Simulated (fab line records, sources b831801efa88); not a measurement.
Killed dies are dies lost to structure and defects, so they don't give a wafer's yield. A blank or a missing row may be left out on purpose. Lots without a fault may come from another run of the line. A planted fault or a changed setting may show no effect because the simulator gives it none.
fab line records | flow gf180mcu
record lots=14 wafers=42 last_day=34
route steps=602 shown HV_LDD@184
lots that met no fault: from a run of the same line without faults
start_h: hours from the record's first day to the start of the lot's first wafer shown | wait_h: hours since the lot's step before | " the same as in the row above | L1.1+2: a row that stands for several wafers | - no value, or no start given | * or withheld: withheld | < > ~ a bound
route shown NAME@n: a module of which the file shows steps, and the number in the route of the first | usual: mean/standard deviation of fault-free wafers | same: alike in all rows | chamber/n: place in a boat | sites: the reading at each site | _std_site: their standard deviation | _edge_site: outer sites' mean less inner sites' | radius_mm: how far each site lies from the wafer's centre | mask NAME#n: copy n | behind: the tool/chamber that last shaped the wafer | hold: why the lot was held/for how many hours/how that ended | device: the transistor (n, p or np) that didn't switch | end of line: the same wafers' tests at the end of the route | a step without rows: its recipe alone | killed: dies lost to structure and defects at the first sort, not the wafer's yield | map: a wafer's dies, x killed, . not, _ none there
set.NAME: the setting as run; set.NAME@STEP: as run at that earlier step | model.NAME: the simulator's own value behind a step, which no gauge read
steps of the route over a sample of lots; a table a step, a row a wafer
services: from which hour (start_h, from the record's first day; less than 0 if before it) a tool's chamber was out of use, for how many hours, and why
## steps
# step GF_HV_LDD_OVL_MEAS_08
# usual HV_LDD_OVL=0.6/1.6
# columns lot.wafer tool chamber start_h wait_h HV_LDD_OVL[nm]
L651.2 overlay-01 - 216.62 0.1 4.2
L651.3 " - " " 3.6
L651.5 " - " " 3.9
L654.2 overlay-01 - 236.12 0.1 -0.6
L654.3 " - " " -0.6
L654.5 " - " " -0.8
L655.1 overlay-02 - 242.65 0.1 -0.8
L655.4 " - " " -1.2
L655.5 " - " " -2.4
L657.1 overlay-02 - 259.46 0.1 0.9
L657.2 " - " " -1.4
L657.4 " - " " -0.9
L658.1 overlay-02 - 265.41 0.1 0.6
L658.3 " - " " 1.0
L658.5 " - " " 1.7
L660.2 overlay-01 - 282.01 0.1 0.4
L660.3 " - " " 0.6
L660.4 " - " " -0.2
L662.2 overlay-01 - 298.41 0.1 3.0
L662.3 " - " " 3.1
L662.6 " - " " 2.8
L663.1 overlay-02 - 305.15 0.1 2.8
L663.3 " - " " 1.0
L663.5 " - " " 1.9
L667.1 overlay-02 - 336.00 0.1 -0.6
L667.2 " - " " -1.2
L667.3 " - " " -0.6
L669.3 overlay-02 - 347.27 0.1 1.6
L669.4 " - " " 0.7
L669.6 " - " " 1.5
L671.1 overlay-02 - 360.75 0.1 3.8
L671.3 " - " " 3.2
L671.6 " - " " 2.8
L672.3 overlay-01 - 369.81 0.1 0.7
L672.5 " - " " 1.0
L672.6 " - " " 0.6
L673.2 overlay-01 - 376.64 0.1 2.7
L673.3 " - " " 1.9
L673.5 " - " " 2.4
L674.1 overlay-01 - 387.40 0.1 0.1
L674.3 " - " " -1.0
L674.5 " - " " -0.2
# step GF_HV_LDD_DEVELOP_30
# recipe develop_time_s=60 dev_temp_c=23
# usual chill_plate_temp_C=23.00/0.1 develop_time_s=60/0
# columns lot.wafer tool chamber start_h wait_h chill_plate_temp_C develop_time_s
L651.2 litho_track-04 0 253.11 0.1 23.20 60
L651.3 " 0 " " 23.12 60
L651.5 " 0 " " 23.07 60
L654.2 litho_track-03 0 274.46 0.1 23.14 60
L654.3 " 0 " " 23.03 60
L654.5 " 0 " " 22.99 60
L655.1 litho_track-04 0 280.33 0.1 22.87 60
L655.4 " 0 " " 22.91 60
L655.5 " 0 " " 22.92 60
L657.1 litho_track-01 0 299.84 0.1 22.99 60
L657.2 " 0 " " 22.91 60
L657.4 " 0 " " 22.88 60
L658.1 litho_track-03 0 304.58 0.1 23.07 60
L658.3 " 0 " " 22.94 60
L658.5 " 0 " " 22.94 60
L660.2 litho_track-01 0 321.92 0.1 23.03 60
L660.3 " 0 " " 22.94 60
L660.4 " 0 " " 23.00 60
L662.2 litho_track-04 - 341.21 0.1 - -
L662.3 " - " " - -
L662.6 " - " " - -
L663.1 litho_track-01 - 347.59 0.1 - -
L663.3 " - " " - -
L663.5 " - " " - -
L667.1 litho_track-04 0 379.63 0.1 23.15 60
L667.2 " 0 " " 23.01 60
L667.3 " 0 " " 23.06 60
L669.3 litho_track-04 0 391.43 0.1 23.06 60
L669.4 " 0 " " 23.11 60
L669.6 " 0 " " 23.04 60
L671.1 litho_track-04 0 406.53 0.1 23.19 60
L671.3 " 0 " " 23.04 60
L671.6 " 0 " " 23.05 60
L672.3 litho_track-04 0 415.78 0.1 23.05 60
L672.5 " 0 " " 23.02 60
L672.6 " 0 " " 23.03 60
L673.2 litho_track-01 0 422.91 0.1 22.92 60
L673.3 " 0 " " 22.95 60
L673.5 " 0 " " 23.08 60
L674.1 litho_track-01 0 434.74 0.1 23.00 60
L674.3 " 0 " " 23.12 60
L674.5 " 0 " " 23.10 60
# step GF_HV_LDD_OVL_MEAS_47
# usual HV_LDD_03_OVL=-1.0/1.4
# columns lot.wafer tool chamber start_h wait_h HV_LDD_03_OVL[nm]
L651.2 overlay-02 - 272.96 0.1 0.1
L651.3 " - " " 0.6
L651.5 " - " " -0.4
L654.2 overlay-02 - 295.76 0.1 -2.0
L654.3 " - " " -1.7
L654.5 " - " " -2.2
L655.1 overlay-02 - 301.20 0.1 -1.1
L655.4 " - " " -2.5
L655.5 " - " " -1.9
L657.1 overlay-02 - 321.26 0.1 -1.0
L657.2 " - " " -1.6
L657.4 " - " " 0.1
L658.1 overlay-01 - 326.20 0.1 0.5
L658.3 " - " " 0.3
L658.5 " - " " 1.5
L660.2 overlay-01 - 344.01 0.1 -2.3
L660.3 " - " " -1.2
L660.4 " - " " -3.1
L662.2 overlay-01 - 363.71 0.1 -0.6
L662.3 " - " " -1.4
L662.6 " - " " -1.8
L663.1 overlay-01 - 370.70 0.1 -2.0
L663.3 " - " " -2.7
L663.5 " - " " -2.0
L667.1 overlay-01 - 403.46 0.1 0.2
L667.2 " - " " -0.5
L667.3 " - " " -0.8
L669.3 overlay-02 - 415.66 0.1 -2.2
L669.4 " - " " -2.4
L669.6 " - " " -1.8
L671.1 overlay-02 - 431.15 0.1 0.8
L671.3 " - " " -1.8
L671.6 " - " " 2.3
L672.3 overlay-01 - 440.41 0.1 0.4
L672.5 " - " " 0.1
L672.6 " - " " 0.4
L673.2 overlay-01 - 448.21 0.1 -2.0
L673.3 " - " " -1.5
L673.5 " - " " -1.3
L674.1 overlay-01 - 460.38 0.1 -1.0
L674.3 " - " " -1.1
L674.5 " - " " -2.8
# step GF_HV_LDD_STRIP_49
# recipe chemistry=O2/N2 power_w=1400 pressure_mtorr=1500 platen_temp_c=250 o2_flow_sccm=3000 n2_flow_sccm=300 overash_fraction=0.5
# usual drypump_motor_current_A=6.3/0.44 heater_power_w=314/25 o2_flow_sccm=3000/8.6 oes_product_au=0.716/0.0042 strip_time_to_endpoint_s=12.63/0.034
# columns lot.wafer tool chamber start_h wait_h drypump_motor_current_A heater_power_w o2_flow_sccm oes_product_au rf_hours_counter_h strip_time_to_endpoint_s
L651.2 plasma_asher-04 1 273.14 0.1 6.6 331 3003 0.713 61 12.64
L651.3 " 1 " " 6.6 319 2994 0.723 - 12.64
L651.5 " 1 " " 6.6 326 3001 0.717 - 12.64
L654.2 plasma_asher-04 1 295.94 0.1 6.6 322 3009 0.713 63 12.68
L654.3 " 0 " " 6.6 323 2988 0.718 - 12.67
L654.5 " 1 " " 6.6 322 3003 0.720 - 12.62
L655.1 plasma_asher-03 1 301.39 0.1 5.9 331 2981 0.719 55 12.65
L655.4 " 0 " " 5.4 264 2979 0.716 - 12.66
L655.5 " 1 " " 5.9 332 2994 0.721 - 12.63
L657.1 plasma_asher-04 1 321.45 0.1 6.6 315 2998 0.720 66 12.57
L657.2 " 0 " " 6.6 318 2984 0.715 66 12.57
L657.4 " 0 " " 6.6 316 2986 0.716 - 12.57
L658.1 plasma_asher-02 0 326.39 0.1 5.8 340 2980 0.721 67 12.60
L658.3 " 0 " " 5.8 349 2985 0.716 - 12.64
L658.5 " 0 " " 5.8 339 3000 0.714 - 12.66
L660.2 plasma_asher-04 0 344.19 0.1 6.6 317 3016 0.708 68 12.65
L660.3 " 0 " " 6.6 319 3008 0.728 - 12.60
L660.4 " 1 " " 6.6 326 3006 0.710 - 12.58
L662.2 plasma_asher-04 0 363.89 0.1 6.6 314 2990 0.721 71 12.61
L662.3 " 0 " " 6.6 312 2997 0.710 - 12.58
L662.6 " 1 " " 6.6 330 2999 0.715 - 12.60
L663.1 plasma_asher-03 0 370.89 0.1 5.4 265 3004 0.714 63 12.69
L663.3 " 0 " " 5.4 260 2992 0.716 - 12.69
L663.5 " 1 " " 5.8 326 2994 0.719 - 12.65
L667.1 plasma_asher-04 0 403.64 0.1 6.6 324 2992 0.713 75 12.63
L667.2 " 1 " " 6.6 325 3006 0.720 75 12.63
L667.3 " 1 " " 6.6 325 2992 0.718 - 12.67
L669.3 plasma_asher-03 1 415.87 0.1 5.9 339 3002 0.718 - 12.61
L669.4 " 0 " " 5.4 264 3013 0.714 - 12.66
L669.6 " 0 " " 5.4 263 2998 0.716 - 12.67
L671.1 plasma_asher-04 0 431.34 0.1 6.6 320 2990 0.713 78 12.67
L671.3 " 0 " " 6.6 325 3001 0.712 - 12.66
L671.6 " 1 " " 6.6 326 3005 0.714 - 12.64
L672.3 plasma_asher-04 1 440.62 0.1 6.6 328 3023 0.717 - 12.62
L672.5 " 1 " " 6.6 323 3018 0.712 - 12.61
L672.6 " 0 " " 6.6 319 3009 0.714 - 12.61
L673.2 plasma_asher-03 0 448.39 0.1 5.4 263 2984 0.722 71 12.60
L673.3 " 1 " " 5.9 334 3006 0.716 - 12.61
L673.5 " 1 " " 5.9 327 3004 0.714 - 12.61
L674.1 plasma_asher-02 0 460.56 0.1 5.8 339 2983 0.715 3 12.67
L674.3 " 0 " " 5.8 341 2986 0.718 - 12.65
L674.5 " 0 " " 5.8 349 3003 0.714 - 12.70
## services
# columns tool chamber start_h hours kind
plasma_asher-02 - 327.64 3.7 repair
plasma_asher-03 - 337.55 1.8 repair
plasma_asher-02 - 353.95 5.7 repair
plasma_asher-02 - 356.95 4.3 repair
plasma_asher-02 - 421.29 9.0 pm
plasma_asher-02 0 421.29 9.0 vent_cycle
plasma_asher-02 1 421.29 9.0 vent_cycle
plasma_asher-02 0 430.29 - clean
plasma_asher-02 1 430.29 - clean
## key
first_sign step=GF_HV_LDD_DEVELOP_30 reading=tool_record direction=missing
effect none on later readings
met_at GF_HV_LDD_DEVELOP_30
struck_lots L662,L663
later_rows_left_out L662.2,L662.3,L662.6,L663.1,L663.3,L663.5
sort_left_out L662.2,L662.3,L662.6,L663.1,L663.3,L663.5
tester_left_out L662,L663
not_acting_at GF_HV_LDD_OVL_MEAS_08,GF_HV_LDD_OVL_MEAS_47,GF_HV_LDD_STRIP_49
onset_between 321.92 341.21
fault kind=skipped_step_whole tool=litho_track-01,litho_track-04 chamber=- onset_h=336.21 steps=GF_HV_LDD_DEVELOP_30 scope=struck_lots_only
# tester_left_out: of these lots the tester's yield and bins aren't shown, on N5 and GAA mostly nor the transistor test; their killed dies are dies lost to structure and defects alone, not to doping, threshold or leakage, so they don't give the yield
# sort_left_out: the simulated sort isn't trusted on such a fault, so these wafers' sort isn't shown, and their yield isn't known
# later_rows_left_out: the simulator's readings of these wafers behind a module that went badly wrong aren't trusted and aren't shown, but for the sort
